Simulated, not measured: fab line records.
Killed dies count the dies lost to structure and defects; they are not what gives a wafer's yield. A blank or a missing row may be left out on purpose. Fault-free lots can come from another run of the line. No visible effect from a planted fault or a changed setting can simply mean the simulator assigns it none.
fab line records	flow sfqLine
record: lots: 9	wafers: 27	lastDay: 90
route steps=325 shown I4@163 JJ@188 M5@204
lots untouched by any fault: they come from a run of this same line in which no faults occurred
startH: the number of hours between the record's first day and the start of the first shown wafer of the lot	waitH: time in hours since the lot's previous step	" as in the row above	L1.1+2: several wafers, shown together as one row	- no value present, or no start provided	* or withheld: withheld	< > ~ a bound
route shown NAME@n: a module of which the file shows steps, and the number in the route of the first	usual: average and standard deviation across the fault-free wafers	same: alike in all rows	chamber/n: place in a boat	sites: readings site by site	_std_site: standard deviation of those values	_edge_site: inner sites' mean taken away from outer sites' mean	radiusMm: how far each site lies from the wafer's centre	mask NAME#n: copy n	behind: tool/chamber where the wafer was last shaped	hold: cause of the lot's hold/its duration in hours/its outcome	device: names the non-switching transistor (n, p or np)	end of line: the same wafers' tests at the end of the route	step lacking rows: just its recipe	killed: count of dies lost to structure and defects at first sort (not the wafer's yield)	map: a wafer's dies, x killed, . not, _ none there
set.NAME: the setting the step ran with; set.NAME@STEP: the setting that earlier step ran with	model.NAME: the simulator's own value behind a step, which no gauge read
a sample of lots followed through the steps of the route, with each step as a table and each wafer as a row
services: when a tool's chamber went out of use (startH, in hours from the record's first day, below 0 if earlier), for how many hours, and the reason
== steps ==
step: SFQ_TRILAYER_I4_DEP_PECVD_099
recipe: material: SiO2	tempC: 150	timeS: 111.11	pressureTorr: 2.4	rfW: 183.3	precursor: SiH4/N2O	targetThkNm: 500
usual: heaterPowerW: 96/9.2	throttleValvePct: 24.7/1.2
lot.wafer	tool	chamber	startH	waitH	heaterPowerW	throttleValvePct
L150.4	pecvd-01	2	1105.90	0.0	109	24.8
L150.5	"	1	"	"	108	26.4
L150.6	"	0	"	"	94	25.6
L151.1	pecvd-02	0	1115.86	0.0	104	23.2
L151.4	"	2	"	"	93	24.8
L151.6	"	0	"	"	103	23.2
L152.4	pecvd-01	0	1125.51	0.0	99	25.5
L152.5	"	2	"	"	106	24.9
L152.6	"	1	"	"	98	26.0
L153.1	pecvd-02	0	1131.00	0.0	103	23.0
L153.2	"	1	"	"	86	24.4
L153.4	"	0	"	"	106	23.3
L154.3	pecvd-04	0	1170.11	0.0	97	24.4
L154.5	"	2	"	"	91	24.9
L154.6	"	0	"	"	85	24.8
L155.1	pecvd-02	0	1171.27	0.0	95	23.3
L155.2	"	2	"	"	109	24.6
L155.3	"	1	"	"	88	24.6
L163.2	pecvd-01	1	1371.94	0.0	106	26.4
L163.3	"	2	"	"	108	25.0
L163.4	"	2	"	"	109	24.9
L164.1	pecvd-02	1	1376.74	0.0	88	25.1
L164.5	"	1	"	"	92	25.0
L164.6	"	2	"	"	105	24.9
L165.1	pecvd-01	0	1392.34	0.0	93	26.0
L165.4	"	1	"	"	102	26.5
L165.5	"	2	"	"	103	25.1
step: SFQ_TRILAYER_JJ_CE_LITHO_EXPOSE_115
recipe: maskId: J5	na: 0.6	sourceShape: conventional	sigmaOuter: 0.65	targetCdNm: 700	doseMj: 14.4
usual: exposureDoseMJCm2: 14.403/0.016
lot.wafer	tool	chamber	startH	waitH	mask	exposureDoseMJCm2
L150.4	krfScanner-02	0	1386.85	-	J5#0	14.395
L150.5	"	0	"	"	J5#0	14.373
L150.6	"	0	"	"	J5#0	14.379
L151.1	krfScanner-02	0	1391.05	-	J5#0	14.414
L151.4	"	0	"	"	J5#0	14.401
L151.6	"	0	"	"	J5#0	14.422
L152.4	krfScanner-02	0	1400.05	-	J5#0	14.397
L152.5	"	0	"	"	J5#0	14.379
L152.6	"	0	"	"	J5#0	14.402
L153.1	krfScanner-02	0	1405.45	-	J5#0	15.753
L153.2	"	0	"	"	J5#0	15.767
L153.4	"	0	"	"	J5#0	15.748
L154.3	krfScanner-02	0	1417.85	-	J5#0	15.768
L154.5	"	0	"	"	J5#0	15.792
L154.6	"	0	"	"	J5#0	15.774
L155.1	krfScanner-02	0	1422.25	-	J5#0	15.770
L155.2	"	0	"	"	J5#0	15.748
L155.3	"	0	"	"	J5#0	15.769
L163.2	krfScanner-01	0	1519.12	-	J5#0	14.419
L163.3	"	0	"	"	J5#0	14.387
L163.4	"	0	"	"	J5#0	14.392
L164.1	krfScanner-01	0	1520.47	-	J5#0	14.374
L164.5	"	0	"	"	J5#0	14.419
L164.6	"	0	"	"	J5#0	14.418
L165.1	krfScanner-01	0	1532.49	-	J5#0	14.401
L165.4	"	0	"	"	J5#0	14.431
L165.5	"	0	"	"	J5#0	14.416
step: SFQ_TRILAYER_JJ_CE_METRO_MEASURE_117
usual: cdNm: 700.4/1.3
lot.wafer	tool	chamber	startH	waitH	cdNm
L150.4	cdSem-02	-	1388.38	0.6	701.8
L150.5	"	-	"	"	700.4
L150.6	"	-	"	"	701.9
L151.1	cdSem-01	-	1392.58	0.0	699.2
L151.4	"	-	"	"	699.7
L151.6	"	-	"	"	701.1
L152.4	cdSem-02	-	1401.58	0.6	701.1
L152.5	"	-	"	"	700.3
L152.6	"	-	"	"	699.6
L153.1	cdSem-01	-	1406.98	0.0	685.0
L153.2	"	-	"	"	684.3
L153.4	"	-	"	"	685.5
L154.3	cdSem-02	-	1419.38	0.4	683.8
L154.5	"	-	"	"	684.4
L154.6	"	-	"	"	684.5
L155.1	cdSem-01	-	1423.78	0.0	686.4
L155.2	"	-	"	"	686.5
L155.3	"	-	"	"	686.3
L163.2	cdSem-01	-	1520.65	0.2	700.4
L163.3	"	-	"	"	699.6
L163.4	"	-	"	"	699.7
L164.1	cdSem-02	-	1522.01	0.0	700.9
L164.5	"	-	"	"	700.8
L164.6	"	-	"	"	700.6
L165.1	cdSem-01	-	1534.03	0.0	698.7
L165.4	"	-	"	"	697.1
L165.5	"	-	"	"	697.7
step: SFQ_TRILAYER_JJ_CE_STRIP_STRIP_120
recipe: gas: O2	powerW: 200	platenTempC: 40	overashFraction: 0.65	chemistry: O2	pressureMtorr: 50
usual: drypumpMotorCurrentA: 6.0/0.46	oesProductAu: 0.999/0.0084
lot.wafer	tool	chamber	startH	waitH	drypumpMotorCurrentA	oesProductAu	rfHoursCounterH
L150.4	rieMetal-01	1	1390.08	0.2	5.6	0.988	-
L150.5	"	0	"	"	5.4	0.999	-
L150.6	"	1	"	"	5.6	1.002	-
L151.1	rieMetal-01	1	1394.52	0.0	5.6	0.993	49
L151.4	"	1	"	"	5.6	0.987	-
L151.6	"	1	"	"	5.6	0.993	-
L152.4	rieMetal-04	0	1403.68	0.6	6.5	1.013	-
L152.5	"	0	"	"	6.5	1.003	-
L152.6	"	0	"	"	6.5	1.015	-
L153.1	rieMetal-02	0	1408.88	0.0	6.1	0.989	51
L153.2	"	0	"	"	6.1	0.988	-
L153.4	"	0	"	"	6.1	0.986	-
L154.3	rieMetal-01	0	1421.12	0.2	5.4	0.991	-
L154.5	"	1	"	"	5.6	0.997	-
L154.6	"	0	"	"	5.4	0.997	-
L155.1	rieMetal-01	1	1425.72	0.0	5.6	1.010	52
L155.2	"	0	"	"	5.4	0.997	124
L155.3	"	0	"	"	5.4	1.002	-
L163.2	rieMetal-01	1	1522.40	0.0	5.6	0.999	68
L163.3	"	0	"	"	5.4	0.992	-
L163.4	"	1	"	"	5.6	0.998	-
L164.1	rieMetal-01	0	1523.91	0.0	5.4	0.995	1
L164.5	"	0	"	"	5.4	0.989	-
L164.6	"	1	"	"	5.6	0.996	-
L165.1	rieMetal-02	0	1535.92	0.0	6.1	0.996	67
L165.4	"	0	"	"	6.0	0.983	-
L165.5	"	1	"	"	5.6	0.998	-
step: SFQ_M5_OVL_MEAS_932
usual: M5_OVL: 3/5
lot.wafer	tool	chamber	startH	waitH	M5_OVL[nm]
L150.4	overlay-01	-	1523.40	0.1	8
L150.5	"	-	"	"	4
L150.6	"	-	"	"	5
L151.1	overlay-01	-	1525.78	0.1	2
L151.4	"	-	"	"	5
L151.6	"	-	"	"	4
L152.4	overlay-02	-	1537.13	0.1	11
L152.5	"	-	"	"	4
L152.6	"	-	"	"	9
L153.1	overlay-02	-	1544.41	0.1	6
L153.2	"	-	"	"	7
L153.4	"	-	"	"	2
L154.3	overlay-02	-	1556.42	0.1	3
L154.5	"	-	"	"	9
L154.6	"	-	"	"	-4
L155.1	overlay-01	-	1561.21	0.1	0
L155.2	"	-	"	"	0
L155.3	"	-	"	"	-8
L163.2	overlay-02	-	1620.02	0.1	7
L163.3	"	-	"	"	12
L163.4	"	-	"	"	6
L164.1	overlay-02	-	1621.21	0.1	6
L164.5	"	-	"	"	7
L164.6	"	-	"	"	0
L165.1	overlay-01	-	1633.21	0.1	3
L165.4	"	-	"	"	3
L165.5	"	-	"	"	2
== services ==
tool	chamber	startH	hours	kind
cdSem-02	-	1082.54	0.4	pm
krfScanner-02	-	1088.38	0.8	pm
cdSem-02	-	1096.34	0.9	pm
krfScanner-02	-	1114.56	1.0	pm
krfScanner-02	-	1133.78	21.0	pm
rieMetal-01	-	1163.95	0.2	repair
krfScanner-02	-	1183.58	1.3	pm
cdSem-01	-	1184.53	0.2	pm
cdSem-01	-	1224.33	0.1	pm
cdSem-01	-	1225.24	4.3	pm
cdSem-01	-	1236.00	0.7	pm
krfScanner-02	-	1257.63	0.8	pm
krfScanner-02	-	1284.78	1.0	pm
rieMetal-01	-	1347.60	2.8	pm
krfScanner-02	-	1358.55	1.3	pm
cdSem-01	-	1408.33	1.0	pm
cdSem-01	-	1409.34	0.7	pm
cdSem-01	-	1420.00	0.6	pm
krfScanner-02	-	1425.85	0.8	pm
krfScanner-02	-	1452.39	1.0	pm
cdSem-01	-	1454.53	1.7	pm
krfScanner-02	-	1493.00	3.6	pm
cdSem-01	-	1506.87	2.5	repair
krfScanner-02	-	1535.08	1.3	pm
== key ==
firstSign: step: SFQ_TRILAYER_JJ_CE_LITHO_EXPOSE_115	reading: exposureDoseMJCm2	direction: up	sigmas: 87	usual: 14.403	struck: 15.765
effect: step: SFQ_TRILAYER_JJ_CE_METRO_MEASURE_117	reading: cdNm	direction: down	sigmas: 12	usual: 700.4	struck: 685.2
metAt SFQ_TRILAYER_JJ_CE_LITHO_EXPOSE_115
struckLots L153,L154,L155
notActingAt SFQ_TRILAYER_I4_DEP_PECVD_099,SFQ_TRILAYER_JJ_CE_STRIP_STRIP_120,SFQ_M5_OVL_MEAS_932
onsetBetween 1400.05 1405.45
fault: kind: processParameterDrift	tool: krfScanner-02	chamber: -	onsetH: 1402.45	steps: SFQ_TRILAYER_JJ_CE_LITHO_EXPOSE_115	channel: doseMj	offset: 1.3594	shape: step	actsIn: theseRecipesOnly	stated: 14.4
